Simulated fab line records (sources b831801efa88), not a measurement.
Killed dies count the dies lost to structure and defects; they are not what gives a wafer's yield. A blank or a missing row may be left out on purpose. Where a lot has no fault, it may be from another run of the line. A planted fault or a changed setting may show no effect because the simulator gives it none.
fab line records ; flow sky130
[record] lots = 11; wafers = 33; last_day = 50
route steps=708 shown LDD_P@263 LDD_HVP@287 POLY_CUT@316 SD_P@329
lots that met no fault: from a run of the same line without faults
start_h: the number of hours between the record's first day and the start of the first shown wafer of the lot ; wait_h: hours elapsed since this lot's preceding step ; " repeats the value in the row above ; L1.1+2: a row that stands for several wafers ; - either no value or no given start ; * or withheld: withheld ; < > ~ a bound
route shown NAME@n: names a module that has steps shown in the file, with the first one's number in the route ; usual: mean/standard deviation of fault-free wafers ; same: alike in all rows ; chamber/n: place in a boat ; sites: the reading at each site ; _std_site: how widely they spread, as a standard deviation ; _edge_site: outer sites' mean less inner sites' ; radius_mm: for every site, how far away it sits from the centre of the wafer ; mask NAME#n: copy n ; behind: the most recent tool/chamber to have shaped the wafer ; hold: why the lot was held/for how many hours/how that ended ; device: the n, p or np transistor that did not switch ; end of line: the same wafers' tests at the end of the route ; a step given without rows: its recipe and nothing more ; killed: dies that structure and defects cost at the first sort, which is not the same as the wafer's yield ; map: per-die view of a wafer (x killed, . not killed, _ where there is no die)
set.NAME: the setting the step ran with; set.NAME@STEP: the setting that earlier step ran with ; model.NAME: the simulator's own value behind a step, which no gauge read
steps of the route over a sample of lots; a table a step, a row a wafer
services: a tool's chamber out of use, with start hour (start_h, from the record's first day; less than 0 if before it), hours out, and reason
[[steps]]
[step SKY_LDD_P_OVL_MEAS_08]
[usual] LDD_P_OVL = 0.1/1.3
lot.wafer;tool;chamber;start_h;wait_h;LDD_P_OVL[nm]
L993.1;overlay-01;-;421.80;0.1;1.3
L993.5;overlay-01;-;421.80;0.1;1.7
L993.6;overlay-01;-;421.80;0.1;0.1
L996.3;overlay-01;-;442.01;0.1;2.3
L996.4;overlay-01;-;442.01;0.1;-0.9
L996.6;overlay-01;-;442.01;0.1;-0.1
L102.2;overlay-02;-;503.90;0.1;0.8
L102.4;overlay-02;-;503.90;0.1;-0.3
L102.6;overlay-02;-;503.90;0.1;-0.5
L104.3;overlay-02;-;521.14;0.1;-2.3
L104.5;overlay-02;-;521.14;0.1;-2.1
L104.6;overlay-02;-;521.14;0.1;0.9
L105.1;overlay-01;-;554.09;0.1;1.4
L105.3;overlay-01;-;554.09;0.1;-0.4
L105.5;overlay-01;-;554.09;0.1;-0.3
L108.2;overlay-02;-;567.65;0.1;0.9
L108.5;overlay-02;-;567.65;0.1;0.1
L108.6;overlay-02;-;567.65;0.1;-0.1
L110.2;overlay-01;-;575.13;0.1;0.8
L110.4;overlay-01;-;575.13;0.1;-0.2
L110.5;overlay-01;-;575.13;0.1;2.0
L113.1;overlay-02;-;589.28;0.1;-1.9
L113.2;overlay-02;-;589.28;0.1;-0.6
L113.6;overlay-02;-;589.28;0.1;-0.2
L114.1;overlay-01;-;601.58;0.1;0.2
L114.2;overlay-01;-;601.58;0.1;-0.7
L114.3;overlay-01;-;601.58;0.1;-0.7
L115.1;overlay-02;-;610.78;0.1;0.1
L115.2;overlay-02;-;610.78;0.1;3.1
L115.5;overlay-02;-;610.78;0.1;1.7
L116.1;overlay-01;-;619.84;0.1;0.3
L116.5;overlay-01;-;619.84;0.1;-0.1
L116.6;overlay-01;-;619.84;0.1;1.3
[step SKY_LDD_HVP_STRIP_09]
[recipe] chemistry = O2/N2; power_w = 1400; pressure_mtorr = 1500; platen_temp_c = withheld; o2_flow_sccm = 3000; n2_flow_sccm = 300; overash_fraction = 0.5
[usual] drypump_motor_current_A = 5.9/0.41; oes_product_au = 0.409/0.0049; strip_time_to_endpoint_s = 4.139/0.014
lot.wafer;tool;chamber;start_h;wait_h;drypump_motor_current_A;oes_product_au;rf_hours_counter_h;strip_time_to_endpoint_s
L993.1;plasma_asher-04;1;483.65;0.1;5.9;0.405;64;4.147
L993.5;plasma_asher-04;0;483.65;0.1;5.2;0.410;-;4.138
L993.6;plasma_asher-04;1;483.65;0.1;5.9;0.415;-;4.145
L996.3;plasma_asher-04;1;503.08;0.1;5.9;0.398;-;4.138
L996.4;plasma_asher-04;0;503.08;0.1;5.3;0.409;-;4.148
L996.6;plasma_asher-04;0;503.08;0.1;5.3;0.415;-;4.142
L102.2;plasma_asher-01;1;564.61;0.1;5.9;0.409;88;4.135
L102.4;plasma_asher-01;1;564.61;0.1;5.9;0.411;-;4.130
L102.6;plasma_asher-01;0;564.61;0.1;6.4;0.406;-;4.168
L104.3;plasma_asher-01;0;581.85;0.1;6.4;0.409;-;4.131
L104.5;plasma_asher-01;0;581.85;0.1;6.4;0.407;-;4.120
L104.6;plasma_asher-01;1;581.85;0.1;5.9;0.408;-;4.134
L105.1;plasma_asher-01;1;613.70;0.1;5.9;0.418;93;4.139
L105.3;plasma_asher-01;1;613.70;0.1;5.9;0.407;-;4.136
L105.5;plasma_asher-01;1;613.70;0.1;5.9;0.418;-;4.147
L108.2;plasma_asher-04;0;627.55;0.1;5.3;0.402;79;4.159
L108.5;plasma_asher-04;1;627.55;0.1;5.8;0.415;-;4.132
L108.6;plasma_asher-04;0;627.55;0.1;5.3;0.412;-;4.156
L110.2;plasma_asher-04;1;636.00;0.1;5.8;0.404;79;4.162
L110.4;plasma_asher-04;1;636.00;0.1;5.8;0.405;-;4.134
L110.5;plasma_asher-04;0;636.00;0.1;5.3;0.414;-;4.160
L113.1;plasma_asher-03;0;649.35;0.1;6.4;0.409;21;4.131
L113.2;plasma_asher-03;1;649.35;0.1;6.0;0.415;21;4.133
L113.6;plasma_asher-03;1;649.35;0.1;6.0;0.412;-;4.132
L114.1;plasma_asher-04;1;661.11;0.1;5.9;0.407;82;4.140
L114.2;plasma_asher-04;0;661.11;0.1;5.2;0.410;82;4.112
L114.3;plasma_asher-04;1;661.11;0.1;5.9;0.417;-;4.130
L115.1;plasma_asher-01;0;670.30;0.1;6.4;0.409;99;4.149
L115.2;plasma_asher-01;1;670.30;0.1;5.9;0.409;99;4.123
L115.5;plasma_asher-01;1;670.30;0.1;5.9;0.410;-;4.132
L116.1;plasma_asher-04;1;679.26;0.1;5.9;0.408;83;4.175
L116.5;plasma_asher-04;0;679.26;0.1;5.2;0.407;-;4.141
L116.6;plasma_asher-04;1;679.26;0.1;5.8;0.404;-;4.138
[step SKY_POLY_CUT_OVL_MEAS_09]
[usual] POLY_CUT_OVL = -2/5.9
lot.wafer;tool;chamber;start_h;wait_h;POLY_CUT_OVL[nm]
L993.1;overlay-01;-;548.89;0.1;4
L993.5;overlay-01;-;548.89;0.1;6
L993.6;overlay-01;-;548.89;0.1;9
L996.3;overlay-01;-;565.54;0.1;-2
L996.4;overlay-01;-;565.54;0.1;0
L996.6;overlay-01;-;565.54;0.1;11
L102.2;overlay-02;-;628.35;0.1;-2
L102.4;overlay-02;-;628.35;0.1;-7
L102.6;overlay-02;-;628.35;0.1;-4
L104.3;overlay-02;-;644.16;0.1;0
L104.5;overlay-02;-;644.16;0.1;-5
L104.6;overlay-02;-;644.16;0.1;-2
L105.1;overlay-01;-;675.30;0.1;3
L105.3;overlay-01;-;675.30;0.1;4
L105.5;overlay-01;-;675.30;0.1;8
L108.2;overlay-01;-;689.73;0.1;-6
L108.5;overlay-01;-;689.73;0.1;7
L108.6;overlay-01;-;689.73;0.1;-10
L110.2;overlay-01;-;696.75;0.1;-11
L110.4;overlay-01;-;696.75;0.1;-9
L110.5;overlay-01;-;696.75;0.1;-4
L113.1;overlay-01;-;708.90;0.1;3
L113.2;overlay-01;-;708.90;0.1;7
L113.6;overlay-01;-;708.90;0.1;-6
L114.1;overlay-01;-;720.68;0.1;-6
L114.2;overlay-01;-;720.68;0.1;-3
L114.3;overlay-01;-;720.68;0.1;-12
L115.1;overlay-01;-;729.85;0.1;-1
L115.2;overlay-01;-;729.85;0.1;3
L115.5;overlay-01;-;729.85;0.1;4
L116.1;overlay-02;-;736.52;0.1;-8
L116.5;overlay-02;-;736.52;0.1;-5
L116.6;overlay-02;-;736.52;0.1;-10
[step SKY_SD_P_IMPLANT_09]
[recipe] species = BF2; energy_kev = 20; dose_cm2 = 3e+15; tilt_deg = 0
[usual] beam_energy_keV = 20.000/0.0068; faraday_current_uA = 12877/1500
lot.wafer;tool;chamber;start_h;wait_h;beam_energy_keV;faraday_current_uA
L993.1;implanter-01;0;579.33;0.0;19.994;15604
L993.5;implanter-01;0;579.33;0.0;20.008;15438
L993.6;implanter-01;0;579.33;0.0;20.007;15329
L996.3;implanter-03;0;596.03;0.1;20.006;12335
L996.4;implanter-03;0;596.03;0.1;20.015;11933
L996.6;implanter-03;0;596.03;0.1;20.004;12220
L102.2;implanter-03;0;657.61;0.0;14.040;11366
L102.4;implanter-03;0;657.61;0.0;14.031;11813
L102.6;implanter-03;0;657.61;0.0;14.028;11784
L104.3;implanter-03;0;672.53;0.1;14.025;12059
L104.5;implanter-03;0;672.53;0.1;14.027;11724
L104.6;implanter-03;0;672.53;0.1;14.021;11979
L105.1;implanter-01;0;705.08;0.0;19.990;15355
L105.3;implanter-01;0;705.08;0.0;20.000;15753
L105.5;implanter-01;0;705.08;0.0;20.003;15514
L108.2;implanter-04;0;717.70;0.0;20.009;12559
L108.5;implanter-04;0;717.70;0.0;20.006;12244
L108.6;implanter-04;0;717.70;0.0;20.000;12509
L110.2;implanter-01;0;724.90;0.0;20.005;15832
L110.4;implanter-01;0;724.90;0.0;20.007;15487
L110.5;implanter-01;0;724.90;0.0;20.005;15556
L113.1;implanter-01;0;736.73;0.0;20.004;15473
L113.2;implanter-01;0;736.73;0.0;20.004;14856
L113.6;implanter-01;0;736.73;0.0;20.004;14912
L114.1;implanter-03;0;748.08;0.0;19.996;11751
L114.2;implanter-03;0;748.08;0.0;20.005;11723
L114.3;implanter-03;0;748.08;0.0;19.992;12487
L115.1;implanter-03;0;757.67;0.0;20.005;12321
L115.2;implanter-03;0;757.67;0.0;20.010;11922
L115.5;implanter-03;0;757.67;0.0;20.001;11354
L116.1;implanter-01;0;763.93;0.0;20.007;15433
L116.5;implanter-01;0;763.93;0.0;20.005;15017
L116.6;implanter-01;0;763.93;0.0;19.999;15513
[step SKY_SD_P_STRIP_10]
[recipe] chemistry = O2/N2; power_w = 1400; pressure_mtorr = 1500; platen_temp_c = withheld; o2_flow_sccm = 3000; n2_flow_sccm = 300; overash_fraction = 0.5
[usual] drypump_motor_current_A = 5.8/0.36; oes_product_au = 0.617/0.0044; strip_time_to_endpoint_s = 17.50/0.032
lot.wafer;tool;chamber;start_h;wait_h;drypump_motor_current_A;oes_product_au;rf_hours_counter_h;strip_time_to_endpoint_s
L993.1;plasma_asher-04;1;579.48;0.1;5.9;0.618;73;17.52
L993.5;plasma_asher-04;0;579.48;0.1;5.3;0.622;-;17.46
L993.6;plasma_asher-04;1;579.48;0.1;5.9;0.622;-;17.50
L996.3;plasma_asher-04;1;596.16;0.1;5.9;0.616;-;17.49
L996.4;plasma_asher-04;0;596.16;0.1;5.2;0.618;-;17.47
L996.6;plasma_asher-04;0;596.16;0.1;5.2;0.609;-;17.47
L102.2;plasma_asher-04;0;657.73;0.1;5.2;0.640;82;16.58
L102.4;plasma_asher-04;0;657.73;0.1;5.2;0.635;-;16.57
L102.6;plasma_asher-04;1;657.73;0.1;5.9;0.634;-;16.58
L104.3;plasma_asher-04;0;672.66;0.1;5.2;0.639;-;16.58
L104.5;plasma_asher-04;1;672.66;0.1;5.8;0.639;-;16.59
L104.6;plasma_asher-04;0;672.66;0.1;5.2;0.638;-;16.59
L105.1;plasma_asher-02;0;705.38;0.2;5.8;0.616;58;17.50
L105.3;plasma_asher-02;0;705.38;0.2;5.9;0.623;-;17.49
L105.5;plasma_asher-02;0;705.38;0.2;5.8;0.619;-;17.55
L108.2;plasma_asher-03;0;717.83;0.1;6.4;0.619;28;17.48
L108.5;plasma_asher-03;0;717.83;0.1;6.4;0.620;-;17.52
L108.6;plasma_asher-03;1;717.83;0.1;5.9;0.618;-;17.47
L110.2;plasma_asher-04;0;725.02;0.1;5.3;0.621;88;17.55
L110.4;plasma_asher-04;0;725.02;0.1;5.3;0.614;-;17.53
L110.5;plasma_asher-04;0;725.02;0.1;5.3;0.617;-;17.55
L113.1;plasma_asher-03;1;736.88;0.1;6.0;0.618;30;17.47
L113.2;plasma_asher-03;0;736.88;0.1;6.4;0.618;30;17.49
L113.6;plasma_asher-03;0;736.88;0.1;6.4;0.617;-;17.49
L114.1;plasma_asher-02;1;748.23;0.1;5.6;0.613;63;17.45
L114.2;plasma_asher-02;0;748.23;0.1;5.8;0.616;63;17.47
L114.3;plasma_asher-02;0;748.23;0.1;5.8;0.621;-;17.45
L115.1;plasma_asher-04;1;757.82;0.1;5.9;0.621;91;17.49
L115.2;plasma_asher-04;0;757.82;0.1;5.2;0.617;91;17.55
L115.5;plasma_asher-04;1;757.82;0.1;5.9;0.622;-;17.55
L116.1;plasma_asher-03;1;764.08;0.1;6.0;0.613;32;17.48
L116.5;plasma_asher-03;0;764.08;0.1;6.4;0.630;-;17.51
L116.6;plasma_asher-03;1;764.08;0.1;6.0;0.616;-;17.55
[step SKY_SD_P_TW_MEAS_11]
[usual] SD_P_TW = 2833/13
lot.wafer;tool;chamber;start_h;wait_h;SD_P_TW
L993.1;film_metro-04;-;579.58;0.1;2850
L993.5;film_metro-04;-;579.58;0.1;2842
L993.6;film_metro-04;-;579.58;0.1;2857
L996.3;film_metro-02;-;596.25;0.1;2856
L996.4;film_metro-02;-;596.25;0.1;2869
L996.6;film_metro-02;-;596.25;0.1;2867
L102.2;film_metro-02;-;657.84;0.1;2559
L102.4;film_metro-02;-;657.84;0.1;2551
L102.6;film_metro-02;-;657.84;0.1;2571
L104.3;film_metro-04;-;672.75;0.1;2589
L104.5;film_metro-04;-;672.75;0.1;2584
L104.6;film_metro-04;-;672.75;0.1;2576
L105.1;film_metro-01;-;705.48;0.1;2838
L105.3;film_metro-01;-;705.48;0.1;2842
L105.5;film_metro-01;-;705.48;0.1;2846
L108.2;film_metro-01;-;717.94;0.1;2833
L108.5;film_metro-01;-;717.94;0.1;2831
L108.6;film_metro-01;-;717.94;0.1;2837
L110.2;film_metro-02;-;725.13;0.1;2831
L110.4;film_metro-02;-;725.13;0.1;2831
L110.5;film_metro-02;-;725.13;0.1;2859
L113.1;film_metro-01;-;736.98;0.1;2814
L113.2;film_metro-01;-;736.98;0.1;2822
L113.6;film_metro-01;-;736.98;0.1;2814
L114.1;film_metro-04;-;748.33;0.1;2831
L114.2;film_metro-04;-;748.33;0.1;2845
L114.3;film_metro-04;-;748.33;0.1;2820
L115.1;film_metro-01;-;757.92;0.1;2834
L115.2;film_metro-01;-;757.92;0.1;2841
L115.5;film_metro-01;-;757.92;0.1;2844
L116.1;film_metro-01;-;764.18;0.1;2832
L116.5;film_metro-01;-;764.18;0.1;2844
L116.6;film_metro-01;-;764.18;0.1;2840
[step SKY_SD_N_RS_MEAS_17]
[recipe] thk_meas_gauge = four-point-probe
[usual] SD_P_RS = 147.0/0.41
lot.wafer;tool;chamber;start_h;wait_h;SD_P_RS[ohm/sq]
L993.1;film_metro-02;-;640.48;0.1;147.1
L993.5;film_metro-02;-;640.48;0.1;147.7
L993.6;film_metro-02;-;640.48;0.1;147.5
L996.3;film_metro-01;-;657.36;0.1;146.6
L996.4;film_metro-01;-;657.36;0.1;146.6
L996.6;film_metro-01;-;657.36;0.1;147.0
L102.2;film_metro-02;-;715.59;0.1;170.9
L102.4;film_metro-02;-;715.59;0.1;171.1
L102.6;film_metro-02;-;715.59;0.1;170.6
L104.3;film_metro-04;-;729.06;0.1;170.2
L104.5;film_metro-04;-;729.06;0.1;169.8
L104.6;film_metro-04;-;729.06;0.1;170.3
L105.1;film_metro-01;-;760.98;0.1;147.5
L105.3;film_metro-01;-;760.98;0.1;147.4
L105.5;film_metro-01;-;760.98;0.1;147.1
L108.2;film_metro-02;-;775.11;0.1;147.2
L108.5;film_metro-02;-;775.11;0.1;147.6
L108.6;film_metro-02;-;775.11;0.1;147.5
L110.2;film_metro-01;-;782.20;0.1;147.5
L110.4;film_metro-01;-;782.20;0.1;147.2
L110.5;film_metro-01;-;782.20;0.1;147.5
L113.1;film_metro-04;-;794.22;0.1;147.1
L113.2;film_metro-04;-;794.22;0.1;146.9
L113.6;film_metro-04;-;794.22;0.1;147.1
L114.1;film_metro-01;-;804.78;0.1;146.9
L114.2;film_metro-01;-;804.78;0.1;146.8
L114.3;film_metro-01;-;804.78;0.1;146.8
L115.1;film_metro-02;-;812.78;0.1;147.1
L115.2;film_metro-02;-;812.78;0.1;146.9
L115.5;film_metro-02;-;812.78;0.1;146.9
L116.1;film_metro-04;-;819.37;0.1;146.0
L116.5;film_metro-04;-;819.37;0.1;146.7
L116.6;film_metro-04;-;819.37;0.1;147.0
[[services]]
tool;chamber;start_h;hours;kind
implanter-03;-;464.69;8.4;repair
plasma_asher-01;-;481.92;4.3;repair
plasma_asher-03;-;483.82;0.5;repair
plasma_asher-01;-;498.80;8.8;repair
implanter-01;-;521.45;4.4;repair
plasma_asher-01;-;530.86;14.6;pm
plasma_asher-03;-;535.53;1.2;repair
plasma_asher-04;-;550.75;0.4;repair
plasma_asher-03;-;552.25;15.6;pm
implanter-01;-;560.47;3.5;pm
implanter-01;-;564.00;3.2;pm
plasma_asher-04;-;564.62;14.6;pm
plasma_asher-03;-;596.08;0.3;repair
plasma_asher-02;-;597.09;2.9;repair
implanter-03;-;623.32;2.8;repair
implanter-03;-;630.82;5.2;pm
plasma_asher-03;-;642.81;1.4;repair
implanter-01;-;652.11;2.4;repair
implanter-01;-;658.25;3.8;repair
plasma_asher-03;-;659.61;1.0;repair
plasma_asher-04;-;669.30;2.4;repair
plasma_asher-01;-;724.13;1.9;repair
plasma_asher-01;-;733.78;9.0;pm
implanter-03;-;743.09;3.6;pm
[[key]]
[first_sign] step = SKY_SD_P_IMPLANT_09; reading = beam_energy_keV; direction = down; sigmas = 99+; usual = *; struck = *
[effect] step = SKY_SD_P_STRIP_10; reading = strip_time_to_endpoint_s; direction = down; sigmas = 29; usual = *; struck = *
[effect] step = SKY_SD_P_TW_MEAS_11; reading = SD_P_TW; direction = down; sigmas = 21; usual = 2833; struck = 2572
[effect] step = SKY_SD_N_RS_MEAS_17; reading = SD_P_RS; direction = up; sigmas = 58; usual = 147.0; struck = 170.5
met_at SKY_SD_P_IMPLANT_09
struck_lots L102,L104
tester_left_out L102,L104
not_acting_at SKY_LDD_P_OVL_MEAS_08,SKY_LDD_HVP_STRIP_09,SKY_POLY_CUT_OVL_MEAS_09
onset_between 596.03 657.61
[fault] kind = process_parameter_drift; tool = implanter-03; chamber = -; onset_h = 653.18; steps = SKY_SD_P_IMPLANT_09; channel = energy_kev; offset = *; shape = step; end_h = 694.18; acts_in = *; stated = *
// tester_left_out: of these lots the tester's yield and bins aren't shown, on N5 and GAA mostly nor the transistor test; their killed dies are dies lost to structure and defects alone, not to doping, threshold or leakage, so they don't give the yield
